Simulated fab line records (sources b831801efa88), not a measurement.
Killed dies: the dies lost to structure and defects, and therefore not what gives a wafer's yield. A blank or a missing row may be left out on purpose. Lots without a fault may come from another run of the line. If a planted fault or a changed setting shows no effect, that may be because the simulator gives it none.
The tool behind it: which one? -- flow gf180mcu -- route of 602 steps, sampled at 1 step: 7 lots, 21 wafers

== WHAT THE GAUGES SHOWED, per wafer ==
GF_STI_THK_MEAS_04.
lot,measured,on,STI_CVD_03_THK (nm)
L717,day 1 18:46,film metro-02,206.1 206.2 205.5
L721,day 2 15:28,film metro-03,207.5 205.9 206.1
L729,day 4 08:11,film metro-04,206.3 203.1 204.5
L731,day 4 17:35,film metro-04,204.6 205.4 204.0
L733,day 5 05:04,film metro-03,204.0 204.1 206.1
L736,day 5 17:34,film metro-02,205.1 206.7 203.9
L739,day 6 14:58,film metro-04,207.6 206.7 207.5

== EACH LOT AND THE TOOL THAT RAN IT (in order: tool; ch and the chambers of the sampled wafers; start) ==
The record shows no process step preceding these readings.

== THE ANSWER, worked out from the rows above alone ==
Rule: the usual values come from the lots themselves. Put in order of their means at a reading, lots are off if they are a third of the lots or fewer, leave a main group of 4 or more, and stand apart from it by a gap of 3 or more times the standard deviation of the main group's means; of several such gaps the widest counts. Not used: any main group whose means are identical at the precision the tables above print for the reading. Also off: a lot with no number at a reading for which 4 or more lots have one. Where the step has rows for the other lots, those lots are counted as sound.
None of the lots is off at any reading shown; this tells nothing.

== WHAT THE SIMULATOR PUT IN ==
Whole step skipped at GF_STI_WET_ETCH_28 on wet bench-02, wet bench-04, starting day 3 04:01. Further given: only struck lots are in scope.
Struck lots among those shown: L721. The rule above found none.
